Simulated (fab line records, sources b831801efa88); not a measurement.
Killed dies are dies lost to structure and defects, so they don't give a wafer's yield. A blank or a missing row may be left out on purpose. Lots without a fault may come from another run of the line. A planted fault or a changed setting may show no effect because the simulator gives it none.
Which tool did it? | flow gf180mcu | 12 lots, 36 wafers sampled, at 2 steps of a route of 602

WHAT THE GAUGES READ, wafer by wafer
GF_V4_THK_MEAS_03.
lot  | measured     | on            | V4_CVD_02_THK (nm)
L075 | day 24 00:42 | film_metro-01 | 859 874 875
L077 | day 24 14:56 | film_metro-01 | 846 862 864
L079 | day 25 11:23 | film_metro-02 | 861 871 878
L081 | day 26 03:31 | film_metro-01 | 849 849 850
L083 | day 26 10:48 | film_metro-01 | 852 854 863
L085 | day 27 04:01 | film_metro-02 | 847 849 866
L087 | day 28 00:41 | film_metro-01 | 855 845 840
L089 | day 28 10:11 | film_metro-02 | 857 858 872
L091 | day 28 23:47 | film_metro-04 | 862 868 866
L093 | day 29 11:25 | film_metro-04 | 853 861 866
L095 | day 30 03:32 | film_metro-02 | 843 862 860
L097 | day 30 09:05 | film_metro-02 | 846 875 862

WHICH TOOL RAN EACH LOT (tool, then ch and the chambers of the sampled wafers, then the start)
lot  | GF_V3_SPUTTER_22
L075 | pvd_sputter-03, day 23 00:31
L077 | pvd_sputter-03, day 23 15:04
L079 | pvd_sputter-01, day 24 11:59
L081 | pvd_sputter-01, day 25 05:17
L083 | pvd_sputter-01, day 25 11:50
L085 | pvd_sputter-03, day 26 05:36
L087 | pvd_sputter-04, day 27 03:08
L089 | pvd_sputter-04, day 27 12:07
L091 | pvd_sputter-04, day 28 02:49
L093 | pvd_sputter-01, day 28 14:49
L095 | pvd_sputter-04, day 29 07:01
L097 | pvd_sputter-03, day 29 12:37
- GF_V3_SPUTTER_22: material TiN, target thk 10 nm, time 40 s.

THE ANSWER, worked out from the rows above alone
Rule: what is usual is taken from the lots themselves. Put in order of their means at a reading, lots are off if they are a third of the lots or fewer, leave a main group of 4 or more, and stand apart from it by a gap of 3 or more times the standard deviation of the main group's means; of several such gaps the widest counts. A main group whose means are all the same, to the digits that the tables above print for the reading, isn't used. A lot without any number at a reading at which 4 lots or more have one is off too. The other lots that the step has rows for count as sound.
No lot is off at any reading shown: from this, nothing can be told.

WHAT THE SIMULATOR HAD PUT IN
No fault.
